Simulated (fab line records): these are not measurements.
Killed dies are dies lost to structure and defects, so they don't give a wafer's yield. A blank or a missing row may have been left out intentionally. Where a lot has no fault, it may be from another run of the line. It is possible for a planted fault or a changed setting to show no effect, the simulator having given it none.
Struck lot and sound lot, side by side + flow sky130 + 44 out of 708 route steps
Sound: wafers L160.1, L160.2, L160.5. Struck: wafers L177.3, L177.5. (L177.6 of the same lot was not struck and is left out.) The cause comes at the end.
Per side, at each step with rows, come the tool, then ch with its chambers, and then its first start. Under that, the readings that differ: sound wafers + struck wafers + difference of the means + sigmas: that difference in standard deviations of wafers without a fault.
alike: same words and numbers on both sides, and readings whose means sit less than 2 such deviations apart. not compared: any withheld reading, any reading some wafer has no value for, any bound like >300 that may hide the same value, and any number with overlapping values for which the record gives no deviation.
The two part at a step that has a row with sigmas, a row that says differs or no value, or rows on one side only. Non-overlapping numbers with no deviation appear without sigmas and do not part them. A reading missing from all wafers of one side parts the sides only when that side holds two or more wafers.

first, 2 steps without rows for these wafers: SKY_VIA3_CLEAN_18 (cleans in IPA, time 180 s); SKY_VIA3_CLEAN_19 (cleans in O3/DIW).
SKY_VIA3_SPUTTER_20: material TiN, target thk 20 nm, time 80 s.
  struck on pvd sputter-02, day 46 13:14; sound on pvd sputter-02, day 42 18:35
  alike: chamber pressure pa, throttle valve pct
SKY_VIA3_CVD_21: deposits W, target thk 390 nm, time 117.31 s.
  sound on cvd w-02 ch 0,1, day 42 18:39; struck on cvd w-02 ch 1, day 46 13:20
  alike: chamber pressure Torr, heater power w
SKY_VIA3_RS_MEAS_22: measurement is done with a four-point probe.
  struck on film metro-02, day 46 13:28; sound on film metro-03, day 42 18:46
  alike: VIA3_W_RS
SKY_VIA3_THK_MEAS_23: measures by xrf.
  struck on film metro-02, day 46 13:34; sound on film metro-03, day 42 18:53
  alike: VIA3_W_THK
then, 3 steps without rows for these wafers: SKY_VIA3_CMP_24 (polishes, stops on SiO2, t overpolish 20 s, target thk 0 nm); SKY_METAL4_SPUTTER_00 (material Ti, target thk 15 nm, time 10 s); SKY_METAL4_SPUTTER_01 (material TiN, target thk 20 nm, time 16.7 s).
SKY_METAL4_SPUTTER_02: material AlCu, target thk 735 nm, time 39.1 s.
  struck on pvd sputter-03, day 46 13:57; sound on pvd sputter-01, day 42 19:18
  alike: chamber pressure pa, throttle valve pct
then, 1 step without rows for these wafers: SKY_METAL4_SPUTTER_03 (material Ti, target thk 5 nm, time 3.3 s).
SKY_METAL4_SPUTTER_04: material TiN, target thk 70 nm, time 58.3 s.
  struck on pvd sputter-03, day 46 14:00; sound on pvd sputter-01, day 42 19:21
  alike: chamber pressure pa, throttle valve pct
SKY_CAP2M_CVD_00: deposits SiO2, target thk 15.5 nm.
  sound on pecvd-01 ch 0,2, day 42 19:24; struck on pecvd-03 ch 2, day 46 14:03
| reading            | sound       | struck  | difference | sigmas |
|--------------------|-------------|---------|------------|--------|
| heater power w (W) | 734 905 891 | 651 646 | -195       | -2     |
  not compared: model.SiO2_of_CAP2M_CVD_00.thk nm
SKY_CAP2M_THK_MEAS_01:
  struck on film metro-01, day 46 14:19; sound on film metro-01, day 42 19:26
  alike: CAP2M_CVD_00_THK
  not compared: hold
SKY_CAP2M_SPUTTER_02: material TiN, target thk 200 nm, time 166.7 s.
  struck on pvd sputter-01, day 46 20:00; sound on pvd sputter-04, day 42 19:30
| reading | sound | struck                                            | difference                   | sigmas |
|---------|-------|---------------------------------------------------|------------------------------|--------|
| hold    | - - - | await dispo/5.6h/release await dispo/5.6h/release | no value on the sound wafers |        |
  alike: chamber pressure pa, throttle valve pct
SKY_CAP2M_RS_MEAS_03: measurement is done with a four-point probe.
  struck on film metro-04, day 46 20:09; sound on film metro-02, day 42 19:36
| reading               | sound          | struck    | difference | sigmas |
|-----------------------|----------------|-----------|------------|--------|
| CAP2M_TIN_RS (ohm/sq) | 6.91 6.98 6.88 | 6.78 6.69 | -0.19      | -2     |
SKY_CAP2M_THK_MEAS_04: measures by xrf.
  struck on film metro-04, day 46 20:15; sound on film metro-02, day 42 19:43
| reading            | sound             | struck      | difference | sigmas |
|--------------------|-------------------|-------------|------------|--------|
| CAP2M_TIN_THK (nm) | 198.5 196.4 198.7 | 205.1 206.4 | +7.9       | +3     |
then, 7 steps without rows for these wafers: SKY_CAP2M_DEHYDRATE_05 (time 60 s); SKY_CAP2M_HMDS_06 (prime time 60 s); SKY_CAP2M_COAT_07 (resist thk 1140 nm); SKY_CAP2M_SOFTBAKE_08 (time 60 s); SKY_CAP2M_EXPOSE_09 (exposes mask CAP2M, target cd 1000 nm); SKY_CAP2M_PEB_10; SKY_CAP2M_DEVELOP_11 (develop time 60 s).
SKY_CAP2M_OVL_MEAS_12:
  struck on overlay-02, day 47 10:25; sound on overlay-02, day 43 16:01
  alike: CAP2M_OVL
then, 13 steps without rows for these wafers: SKY_CAP2M_METAL_ETCH_13 (etches TiN in Cl2/BCl3, stops on SiO2, target depth 220 nm, time 62.9 s); SKY_CAP2M_STRIP_14 (strips in O2/N2); SKY_CAP2M_STRIP_15 (strips in post etch residue remover, time 1200 s); SKY_CAP2M_CLEAN_16 (cleans in IPA, time 180 s); SKY_CAP2M_CLEAN_17 (cleans in O3/DIW); SKY_METAL4_DEHYDRATE_05 (time 60 s); SKY_METAL4_HMDS_06 (prime time 60 s); SKY_METAL4_COAT_07 (resist thk 60 nm); SKY_METAL4_COAT_08 (resist thk 1140 nm); SKY_METAL4_SOFTBAKE_09 (time 90 s); SKY_METAL4_EXPOSE_10 (exposes mask MM4, target cd 300 nm); SKY_METAL4_PEB_11; SKY_METAL4_DEVELOP_12 (develop time 60 s).
SKY_METAL4_CD_MEAS_13: target cd 300 nm.
  struck on cd sem-01, day 48 06:53; sound on cd sem-02, day 44 11:23
  alike: cd nm
SKY_METAL4_OVL_MEAS_14:
  struck on overlay-01, day 48 06:58; sound on overlay-02, day 44 11:31
  alike: METAL4_OVL
then, 2 steps without rows for these wafers: SKY_METAL4_DESCUM_15 (chemistry O2, time 8 s); SKY_METAL4_ETCH_16 (etches BARC in N2/H2, stops on SiO2, time 88.2 s, target depth 60 nm).
SKY_METAL4_ETCH_17: etches SiO2 in C4F8/O2/Ar, stops on TiN, time 3.9 s, target depth 15 nm.
  sound on rie diel-04 ch 1,3, day 44 11:40; struck on rie diel-03 ch 1,2, day 48 07:07
  alike: chamber pressure mTorr, oes product au
  not compared: rf hours counter h, model.etch.depth nm
-- the record jumps here: 3 days lie between the struck wafers' starts before and after (it left off in module METAL4 and takes up again in module PAD_OPEN, whose first step shown is number 708 of the route) --
SKY_PAD_OPEN_PROBE_99:
  struck on prober-01, day 51 12:01; sound on prober-01, day 48 06:52
| reading                               | sound               | struck        | difference | sigmas |
|---------------------------------------|---------------------|---------------|------------|--------|
| killed short                          | 31 41 37            | 51 59         | +19        | +3     |
| sort_bin_3_pad_short (%)              | 0.6 0.6 0.8         | 2.0 1.6       | +1.1       | +3     |
| model.etest.cap mim2.leak log10 a cm2 | -8.793 -8.74 -8.774 | -8.856 -8.856 | -0.087     |        |
  alike: defect limited yield, killed_at_M0_to_M3, killed_at_M4_up, killed at contacts, killed at front end, killed at other, killed dies, killed open, sort_bin_5_function, sort_bin_6_memory, sort n pass, sort yield pct
  not compared: model.etest.cap mim2.bv v, model.etest.cap mim2.c ff um2

== WHERE THEY PART ==
Earliest at SKY_CAP2M_CVD_00; latest, in this record, at SKY_PAD_OPEN_PROBE_99.

WHY: whatever the simulator had introduced
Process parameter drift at SKY_CAP2M_CVD_00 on pecvd-03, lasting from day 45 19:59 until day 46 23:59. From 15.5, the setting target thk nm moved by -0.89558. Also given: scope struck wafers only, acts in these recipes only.
